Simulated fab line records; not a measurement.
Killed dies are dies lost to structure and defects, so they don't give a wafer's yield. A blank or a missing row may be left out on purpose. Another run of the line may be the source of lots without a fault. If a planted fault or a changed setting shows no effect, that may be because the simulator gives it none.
Comparing a struck lot with a sound one | flow sky130 | 36 steps out of a route of 708
Sound: the wafers L427.4, L427.5, L427.6. The struck wafers were L414.3, L414.4, L414.6. Last of all comes the cause.
Each step with rows lists, per side, the tool, then ch with its chambers, then its first start. Under that, the readings that differ: sound wafers | struck wafers | difference of the means | sigmas: that difference in standard deviations of wafers without a fault.
alike: readings with means less than 2 such deviations apart, plus words and numbers identical on both sides. not compared: withheld readings, readings lacking a value on some wafer, bounds such as >300 that could conceal the same value, and numbers that have no deviation in the record and whose values overlap.
Wherever a step has rows on one side only, a row that says differs or no value, or a row with sigmas, the two part there. Numbers that have no deviation but don't overlap get no sigmas and don't part them. A reading missing from all wafers of one side parts the sides only when that side holds two or more wafers.

first, 9 steps without rows for these wafers: SKY_VIA2_SPUTTER_20 (material TiN, target thk 20 nm, time 80 s); SKY_VIA2_CVD_21 (deposits W, target thk 420 nm, time 126.4 s); SKY_VIA2_CMP_24 (polishes, stops on SiO2, t overpolish 20 s, target thk 0 nm); SKY_METAL3_SPUTTER_00 (material Ti, target thk 15 nm, time 10 s); SKY_METAL3_SPUTTER_01 (material TiN, target thk 20 nm, time 16.7 s); SKY_METAL3_SPUTTER_02 (material AlCu, target thk 735 nm, time 39.1 s); SKY_METAL3_SPUTTER_03 (material Ti, target thk 5 nm, time 3.3 s); SKY_METAL3_SPUTTER_04 (material TiN, target thk 70 nm, time 58.3 s); SKY_CAPM_CVD_00 (deposits SiO2, target thk 15.5 nm).
SKY_CAPM_SPUTTER_02: material TiN, target thk 200 nm, time 171.6 s.
  sound: pvd-sputter-04 at day 44 12:09; struck: pvd-sputter-04 at day 41 07:10
  reading                                  | sound                | struck               | difference | sigmas
  cathode-dc-power-W (W)                   | 6501.8 6500.6 6500.3 | 6270.8 6267.8 6270.3 | -231.3     | -99 or more
  model.TiN_of_CAPM_SPUTTER_02.thk-nm (nm) | 209.8 210.2 210.1    | 200.2 199.7 203.5    | -8.9       |
  alike: throttle-valve-pct
then, 7 steps without rows for these wafers: SKY_CAPM_DEHYDRATE_05 (time 60 s); SKY_CAPM_HMDS_06 (prime time 60 s); SKY_CAPM_COAT_07 (resist thk 1140 nm); SKY_CAPM_SOFTBAKE_08 (time 60 s); SKY_CAPM_EXPOSE_09 (exposes mask CAPM, target cd 1000 nm); SKY_CAPM_PEB_10; SKY_CAPM_DEVELOP_11 (develop time 60 s).
SKY_CAPM_METAL_ETCH_13: etches TiN in Cl2/BCl3, stops on SiO2, target depth 220 nm, time 62.9 s.
  sound on rie-metal-02 ch 0,1, day 45 11:03; struck on rie-metal-01 ch 0,1, day 42 08:00
  reading                          | sound             | struck            | difference | sigmas
  oes-product-au (a.u.)            | 0.973 0.966 0.978 | 0.950 0.941 0.952 | -0.025     | -3
  model.etch.depth-nm (nm)         | 209.8 210.2 210.1 | 200.2 199.7 203.5 | -8.9       |
  model.CAPM.feature-depth-nm (nm) | 209.8 210.2 210.1 | 200.2 199.7 203.5 | -8.9       |
  alike: drypump-motor-current-A, throttle-valve-pct
  not compared: rf-hours-counter-h
then, 16 steps without rows for these wafers: SKY_CAPM_STRIP_14 (strips in O2/N2); SKY_CAPM_STRIP_15 (strips in post etch residue remover, time 1200 s); SKY_CAPM_CLEAN_16 (cleans in IPA, time 180 s); SKY_CAPM_CLEAN_17 (cleans in O3/DIW); SKY_METAL3_DEHYDRATE_05 (time 60 s); SKY_METAL3_HMDS_06 (prime time 60 s); SKY_METAL3_COAT_07 (resist thk 60 nm); SKY_METAL3_COAT_08 (resist thk 1140 nm); SKY_METAL3_SOFTBAKE_09 (time 90 s); SKY_METAL3_EXPOSE_10 (exposes mask MM3, target cd 300 nm); SKY_METAL3_PEB_11; SKY_METAL3_DEVELOP_12 (develop time 60 s); SKY_METAL3_DESCUM_15 (chemistry O2, time 8 s); SKY_METAL3_ETCH_16 (etches BARC in N2/H2, stops on SiO2, time 88.2 s, target depth 60 nm); SKY_METAL3_ETCH_17 (etches SiO2 in C4F8/O2/Ar, stops on TiN, time 3.9 s, target depth 15 nm); SKY_METAL3_METAL_ETCH_18 (etches the open film in Cl2/BCl3, stops on SiO2, target depth 845 nm, time 183.1 s).
SKY_METAL3_STRIP_20: strips in post etch residue remover, time 1200 s.
  sound on wet-bench-04 ch 1, day 46 10:59; struck on wet-bench-02 ch 0, day 43 09:13
  reading                                  | sound             | struck            | difference | sigmas
  model.TiN_of_CAPM_SPUTTER_02.thk-nm (nm) | 208.9 209.4 209.2 | 199.4 198.9 202.7 | -8.8       |
-- the record jumps here: 7 days lie between the struck wafers' starts before and after (it left off in module METAL3 and takes up again in module PAD_OPEN, whose first step shown is number 708 of the route) --
SKY_PAD_OPEN_PROBE_99:
  sound: prober-01 at day 52 04:55; struck: prober-02 at day 50 01:55
  reading                          | sound             | struck            | difference | sigmas
  model.etest.cap-mim.plate-ohm-sq | 5.731 5.725 5.684 | 5.918 6.051 5.853 | +0.227     |
  alike: defect-limited-yield, killed_at_M0_to_M3, killed_at_M4_up, killed-at-contacts, killed-at-front-end, killed-at-other, killed-dies, killed-open, killed-short, sort_bin_3_pad_short, sort_bin_5_function, sort_bin_6_memory, sort-n-pass, sort-yield-pct

WHERE THEY PART
First at SKY_CAPM_SPUTTER_02; last, within this record, at SKY_CAPM_METAL_ETCH_13. Later steps at which nothing parts them and some readings are alike: SKY_PAD_OPEN_PROBE_99.

WHY: what the simulator had put in
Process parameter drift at SKY_CAPM_SPUTTER_02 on pvd-sputter-04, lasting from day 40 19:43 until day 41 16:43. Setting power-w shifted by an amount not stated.
